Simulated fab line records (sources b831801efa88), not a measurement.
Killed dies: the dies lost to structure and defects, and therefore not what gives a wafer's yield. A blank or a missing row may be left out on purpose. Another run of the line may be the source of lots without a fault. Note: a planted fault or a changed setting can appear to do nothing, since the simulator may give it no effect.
What tool caused it? || flow gf180mcu || 13 lots with 39 wafers sampled at 6 steps, on a route of 602 steps

WHAT EACH GAUGE READ, for each wafer
GF_CONTACT_THK_MEAS_03.
{"lot": "L680", "measured": "day 15 01:38", "on": "film_metro-01", "CONTACT_CVD_02_THK (nm)": "844 859 869"}
{"lot": "L681", "measured": "day 15 10:16", "on": "film_metro-03", "CONTACT_CVD_02_THK (nm)": "870 850 878"}
{"lot": "L682", "measured": "day 15 21:05", "on": "film_metro-04", "CONTACT_CVD_02_THK (nm)": "864 878 870"}
{"lot": "L690", "measured": "day 18 21:05", "on": "film_metro-03", "CONTACT_CVD_02_THK (nm)": "855 845 875"}
{"lot": "L691", "measured": "day 19 09:36", "on": "film_metro-03", "CONTACT_CVD_02_THK (nm)": "852 860 870"}
{"lot": "L692", "measured": "day 19 13:35", "on": "film_metro-04", "CONTACT_CVD_02_THK (nm)": "865 872 876"}
{"lot": "L693", "measured": "day 20 05:06", "on": "film_metro-04", "CONTACT_CVD_02_THK (nm)": "862 861 876"}
{"lot": "L696", "measured": "day 21 02:29", "on": "film_metro-04", "CONTACT_CVD_02_THK (nm)": "868 865 886"}
{"lot": "L698", "measured": "day 21 11:06", "on": "film_metro-03", "CONTACT_CVD_02_THK (nm)": "841 860 859"}
{"lot": "L699", "measured": "day 21 21:59", "on": "film_metro-01", "CONTACT_CVD_02_THK (nm)": "860 862 883"}
{"lot": "L701", "measured": "day 22 09:53", "on": "film_metro-03", "CONTACT_CVD_02_THK (nm)": "855 851 867"}
{"lot": "L702", "measured": "day 22 21:16", "on": "film_metro-04", "CONTACT_CVD_02_THK (nm)": "875 887 870"}
{"lot": "L703", "measured": "day 23 04:40", "on": "film_metro-03", "CONTACT_CVD_02_THK (nm)": "851 871 861"}

GF_CONTACT_RS_MEAS_25: measurement is done with a four-point probe.
{"lot": "L680", "measured": "day 16 00:40", "on": "film_metro-01", "CONTACT_W_RS (ohm/sq)": "0.373 0.378 0.383"}
{"lot": "L681", "measured": "day 16 09:02", "on": "film_metro-03", "CONTACT_W_RS (ohm/sq)": "0.388 0.386 0.385"}
{"lot": "L682", "measured": "day 16 19:44", "on": "film_metro-01", "CONTACT_W_RS (ohm/sq)": "0.382 0.374 0.377"}
{"lot": "L690", "measured": "day 19 22:35", "on": "film_metro-03", "CONTACT_W_RS (ohm/sq)": "0.400 0.403 0.410"}
{"lot": "L691", "measured": "day 20 10:29", "on": "film_metro-03", "CONTACT_W_RS (ohm/sq)": "0.413 0.406 0.417"}
{"lot": "L692", "measured": "day 20 14:37", "on": "film_metro-03", "CONTACT_W_RS (ohm/sq)": "0.384 0.380 0.385"}
{"lot": "L693", "measured": "day 21 06:08", "on": "film_metro-03", "CONTACT_W_RS (ohm/sq)": "0.385 0.383 0.386"}
{"lot": "L696", "measured": "day 22 03:29", "on": "film_metro-01", "CONTACT_W_RS (ohm/sq)": "0.388 0.384 0.382"}
{"lot": "L698", "measured": "day 22 11:24", "on": "film_metro-03", "CONTACT_W_RS (ohm/sq)": "0.385 0.384 0.385"}
{"lot": "L699", "measured": "day 22 22:08", "on": "film_metro-03", "CONTACT_W_RS (ohm/sq)": "0.383 0.383 0.372"}
{"lot": "L701", "measured": "day 23 09:39", "on": "film_metro-01", "CONTACT_W_RS (ohm/sq)": "0.374 0.376 0.377"}
{"lot": "L702", "measured": "day 23 21:13", "on": "film_metro-03", "CONTACT_W_RS (ohm/sq)": "0.386 0.373 0.377"}
{"lot": "L703", "measured": "day 24 05:15", "on": "film_metro-04", "CONTACT_W_RS (ohm/sq)": "0.383 0.380 0.376"}

GF_CONTACT_THK_MEAS_26: measures by xrf.
{"lot": "L680", "measured": "day 16 00:47", "on": "film_metro-01", "CONTACT_W_THK (nm)": "311 311 303"}
{"lot": "L681", "measured": "day 16 09:10", "on": "film_metro-03", "CONTACT_W_THK (nm)": "297 298 299"}
{"lot": "L682", "measured": "day 16 19:52", "on": "film_metro-01", "CONTACT_W_THK (nm)": "306 312 308"}
{"lot": "L690", "measured": "day 19 22:43", "on": "film_metro-03", "CONTACT_W_THK (nm)": "290 286 281"}
{"lot": "L691", "measured": "day 20 10:37", "on": "film_metro-03", "CONTACT_W_THK (nm)": "280 283 276"}
{"lot": "L692", "measured": "day 20 14:44", "on": "film_metro-03", "CONTACT_W_THK (nm)": "304 303 300"}
{"lot": "L693", "measured": "day 21 06:15", "on": "film_metro-03", "CONTACT_W_THK (nm)": "302 303 300"}
{"lot": "L696", "measured": "day 22 03:37", "on": "film_metro-01", "CONTACT_W_THK (nm)": "298 302 302"}
{"lot": "L698", "measured": "day 22 11:31", "on": "film_metro-03", "CONTACT_W_THK (nm)": "302 303 301"}
{"lot": "L699", "measured": "day 22 22:15", "on": "film_metro-03", "CONTACT_W_THK (nm)": "302 302 312"}
{"lot": "L701", "measured": "day 23 09:46", "on": "film_metro-01", "CONTACT_W_THK (nm)": "311 308 309"}
{"lot": "L702", "measured": "day 23 21:19", "on": "film_metro-03", "CONTACT_W_THK (nm)": "308 317 316"}
{"lot": "L703", "measured": "day 24 05:22", "on": "film_metro-04", "CONTACT_W_THK (nm)": "304 305 309"}

WHICH TOOL RAN EACH LOT (tool, then ch and the chambers of the sampled wafers, then the start)
{"lot": "L680", "GF_CONTACT_CVD_02": "pecvd-03 ch 0,2, day 15 01:34", "GF_CONTACT_CMP_04": "cmp-02 ch 0,3, day 15 01:44", "GF_CONTACT_CVD_24": "cvd_w-01 ch 0,1, day 16 00:34"}
{"lot": "L681", "GF_CONTACT_CVD_02": "pecvd-01 ch 0,1,2, day 15 10:12", "GF_CONTACT_CMP_04": "cmp-01 ch 0,1,2, day 15 10:23", "GF_CONTACT_CVD_24": "cvd_w-02 ch 0,1, day 16 08:56"}
{"lot": "L682", "GF_CONTACT_CVD_02": "pecvd-01 ch 0,1,2, day 15 21:01", "GF_CONTACT_CMP_04": "cmp-02 ch 2,3, day 15 21:09", "GF_CONTACT_CVD_24": "cvd_w-01 ch 0,1, day 16 19:38"}
{"lot": "L690", "GF_CONTACT_CVD_02": "pecvd-01 ch 0,1, day 18 21:01", "GF_CONTACT_CMP_04": "cmp-02 ch 0,1,3, day 18 21:09", "GF_CONTACT_CVD_24": "cvd_w-01 ch 0,1, day 19 22:29"}
{"lot": "L691", "GF_CONTACT_CVD_02": "pecvd-01 ch 0,1,2, day 19 09:32", "GF_CONTACT_CMP_04": "cmp-02 ch 0,3, day 19 09:40", "GF_CONTACT_CVD_24": "cvd_w-01 ch 0,1, day 20 10:23"}
{"lot": "L692", "GF_CONTACT_CVD_02": "pecvd-01 ch 0,2, day 19 13:31", "GF_CONTACT_CMP_04": "cmp-02 ch 0,3, day 19 13:42", "GF_CONTACT_CVD_24": "cvd_w-02 ch 0,1, day 20 14:29"}
{"lot": "L693", "GF_CONTACT_CVD_02": "pecvd-01 ch 0,1,2, day 20 05:02", "GF_CONTACT_CMP_04": "cmp-02 ch 0,1,2, day 20 05:10", "GF_CONTACT_CVD_24": "cvd_w-02 ch 0,1, day 21 06:02"}
{"lot": "L696", "GF_CONTACT_CVD_02": "pecvd-02 ch 1,2, day 21 02:25", "GF_CONTACT_CMP_04": "cmp-02 ch 0,2,3, day 21 02:36", "GF_CONTACT_CVD_24": "cvd_w-02 ch 0,1, day 22 03:23"}
{"lot": "L698", "GF_CONTACT_CVD_02": "pecvd-03 ch 0,1,2, day 21 11:01", "GF_CONTACT_CMP_04": "cmp-01 ch 1,2,3, day 21 11:14", "GF_CONTACT_CVD_24": "cvd_w-02 ch 0, day 22 11:17"}
{"lot": "L699", "GF_CONTACT_CVD_02": "pecvd-01 ch 0,1, day 21 21:55", "GF_CONTACT_CMP_04": "cmp-02 ch 0,3, day 21 22:02", "GF_CONTACT_CVD_24": "cvd_w-01 ch 0,1, day 22 22:02"}
{"lot": "L701", "GF_CONTACT_CVD_02": "pecvd-03 ch 0,2, day 22 09:49", "GF_CONTACT_CMP_04": "cmp-02 ch 0,1,3, day 22 10:00", "GF_CONTACT_CVD_24": "cvd_w-01 ch 0,1, day 23 09:33"}
{"lot": "L702", "GF_CONTACT_CVD_02": "pecvd-02 ch 0,1,2, day 22 21:13", "GF_CONTACT_CMP_04": "cmp-02 ch 1,2, day 22 21:18", "GF_CONTACT_CVD_24": "cvd_w-01 ch 0,1, day 23 21:06"}
{"lot": "L703", "GF_CONTACT_CVD_02": "pecvd-03 ch 0,1, day 23 04:35", "GF_CONTACT_CMP_04": "cmp-02 ch 0,1,2, day 23 04:46", "GF_CONTACT_CVD_24": "cvd_w-01 ch 0,1, day 24 05:08"}
- GF_CONTACT_CVD_02: deposits SiO2 from TEOS, target thk 860 nm, time 95.992 s.
- GF_CONTACT_CMP_04: polishes SiO2.
- GF_CONTACT_CVD_24: deposits W, target thk 300 nm, time 90.339 s.

AS READ BY THE TOOLS THEMSELVES (means over the sampled wafers that have a number; for cases with no such wafer, the mark the record gives instead)
GF_CONTACT_CVD_02.
{"lot": "L680", "tool": "pecvd-03", "heater_power_w (W)": 628, "rf_fwd_power_W (W)": 595.7}
{"lot": "L681", "tool": "pecvd-01", "heater_power_w (W)": 633, "rf_fwd_power_W (W)": 597.1}
{"lot": "L682", "tool": "pecvd-01", "heater_power_w (W)": 642, "rf_fwd_power_W (W)": 596.8}
{"lot": "L690", "tool": "pecvd-01", "heater_power_w (W)": 636, "rf_fwd_power_W (W)": 597.4}
{"lot": "L691", "tool": "pecvd-01", "heater_power_w (W)": 694, "rf_fwd_power_W (W)": 595.4}
{"lot": "L692", "tool": "pecvd-01", "heater_power_w (W)": 698, "rf_fwd_power_W (W)": 597.0}
{"lot": "L693", "tool": "pecvd-01", "heater_power_w (W)": 650, "rf_fwd_power_W (W)": 598.3}
{"lot": "L696", "tool": "pecvd-02", "heater_power_w (W)": 685, "rf_fwd_power_W (W)": 597.3}
{"lot": "L698", "tool": "pecvd-03", "heater_power_w (W)": 579, "rf_fwd_power_W (W)": 594.4}
{"lot": "L699", "tool": "pecvd-01", "heater_power_w (W)": 608, "rf_fwd_power_W (W)": 597.0}
{"lot": "L701", "tool": "pecvd-03", "heater_power_w (W)": 612, "rf_fwd_power_W (W)": 596.9}
{"lot": "L702", "tool": "pecvd-02", "heater_power_w (W)": 681, "rf_fwd_power_W (W)": 595.6}
{"lot": "L703", "tool": "pecvd-03", "heater_power_w (W)": 558, "rf_fwd_power_W (W)": 595.7}

GF_CONTACT_CMP_04.
{"lot": "L680", "tool": "cmp-02", "motor_current_A (A)": 12.4, "platen_rpm (rpm)": 59.99, "time_to_endpoint_s (s)": 109}
{"lot": "L681", "tool": "cmp-01", "motor_current_A (A)": 11.8, "platen_rpm (rpm)": 60.02, "time_to_endpoint_s (s)": 114}
{"lot": "L682", "tool": "cmp-02", "motor_current_A (A)": 11.8, "platen_rpm (rpm)": 59.99, "time_to_endpoint_s (s)": 115}
{"lot": "L690", "tool": "cmp-02", "motor_current_A (A)": 12.2, "platen_rpm (rpm)": 60.01, "time_to_endpoint_s (s)": 111}
{"lot": "L691", "tool": "cmp-02", "motor_current_A (A)": 12.5, "platen_rpm (rpm)": 60.04, "time_to_endpoint_s (s)": 114}
{"lot": "L692", "tool": "cmp-02", "motor_current_A (A)": 12.1, "platen_rpm (rpm)": 59.99, "time_to_endpoint_s (s)": 116}
{"lot": "L693", "tool": "cmp-02", "motor_current_A (A)": 11.5, "platen_rpm (rpm)": 59.99, "time_to_endpoint_s (s)": 117}
{"lot": "L696", "tool": "cmp-02", "motor_current_A (A)": 12.2, "platen_rpm (rpm)": 60.04, "time_to_endpoint_s (s)": 119}
{"lot": "L698", "tool": "cmp-01", "motor_current_A (A)": 11.9, "platen_rpm (rpm)": 59.98, "time_to_endpoint_s (s)": 110}
{"lot": "L699", "tool": "cmp-02", "motor_current_A (A)": 12.1, "platen_rpm (rpm)": 60.00, "time_to_endpoint_s (s)": 115}
{"lot": "L701", "tool": "cmp-02", "motor_current_A (A)": 11.7, "platen_rpm (rpm)": 59.98, "time_to_endpoint_s (s)": 115}
{"lot": "L702", "tool": "cmp-02", "motor_current_A (A)": 11.5, "platen_rpm (rpm)": 60.03, "time_to_endpoint_s (s)": 124}
{"lot": "L703", "tool": "cmp-02", "motor_current_A (A)": 11.3, "platen_rpm (rpm)": 59.97, "time_to_endpoint_s (s)": 118}

GF_CONTACT_CVD_24.
{"lot": "L680", "tool": "cvd_w-01", "chamber_pressure_Torr (Torr)": 40.07, "heater_power_w (W)": 774}
{"lot": "L681", "tool": "cvd_w-02", "chamber_pressure_Torr (Torr)": 39.95, "heater_power_w (W)": 737}
{"lot": "L682", "tool": "cvd_w-01", "chamber_pressure_Torr (Torr)": 40.08, "heater_power_w (W)": 777}
{"lot": "L690", "tool": "cvd_w-01", "chamber_pressure_Torr (Torr)": 34.61, "heater_power_w (W)": 705}
{"lot": "L691", "tool": "cvd_w-01", "chamber_pressure_Torr (Torr)": 34.63, "heater_power_w (W)": 705}
{"lot": "L692", "tool": "cvd_w-02", "chamber_pressure_Torr (Torr)": 39.98, "heater_power_w (W)": 780}
{"lot": "L693", "tool": "cvd_w-02", "chamber_pressure_Torr (Torr)": 40.14, "heater_power_w (W)": 749}
{"lot": "L696", "tool": "cvd_w-02", "chamber_pressure_Torr (Torr)": 40.06, "heater_power_w (W)": 775}
{"lot": "L698", "tool": "cvd_w-02", "chamber_pressure_Torr (Torr)": 39.91, "heater_power_w (W)": 824}
{"lot": "L699", "tool": "cvd_w-01", "chamber_pressure_Torr (Torr)": 40.05, "heater_power_w (W)": 740}
{"lot": "L701", "tool": "cvd_w-01", "chamber_pressure_Torr (Torr)": 40.02, "heater_power_w (W)": 740}
{"lot": "L702", "tool": "cvd_w-01", "chamber_pressure_Torr (Torr)": 39.96, "heater_power_w (W)": 739}
{"lot": "L703", "tool": "cvd_w-01", "chamber_pressure_Torr (Torr)": 39.94, "heater_power_w (W)": 744}

THE ANSWER, worked out from the rows above alone
Rule: the usual values come from the lots themselves. Put in order of their means at a reading, lots are off if they are a third of the lots or fewer, leave a main group of 4 or more, and stand apart from it by a gap of 3 or more times the standard deviation of the main group's means; of several such gaps the widest counts. Not used: any main group whose means are identical at the precision the tables above print for the reading. Also off: a lot with no number at a reading for which 4 or more lots have one. All remaining lots with rows at the step are treated as sound. The gauges are gone through in route order, then the tools' own readings, and for those a lot's mean is taken as printed above. At the first step where some lot is off, the reading lying furthest off is the one used; lots without a number count as furthest.
Off: L690, L691, at GF_CONTACT_RS_MEAS_25 (CONTACT_W_RS). The main group has a mean of 0.381 ohm/sq with a standard deviation of 0.0035.
A tool fits if, at a process step before that reading, it ran every lot that is off, and no sound lot after the first of them. The gauges at GF_CONTACT_RS_MEAS_25 aren't tried: what is off there is off at GF_CONTACT_CVD_24 too, on other tools, and a gauge's error can't cause that. No candidate that was tried fits.

WHAT THE SIMULATOR HAD INSERTED
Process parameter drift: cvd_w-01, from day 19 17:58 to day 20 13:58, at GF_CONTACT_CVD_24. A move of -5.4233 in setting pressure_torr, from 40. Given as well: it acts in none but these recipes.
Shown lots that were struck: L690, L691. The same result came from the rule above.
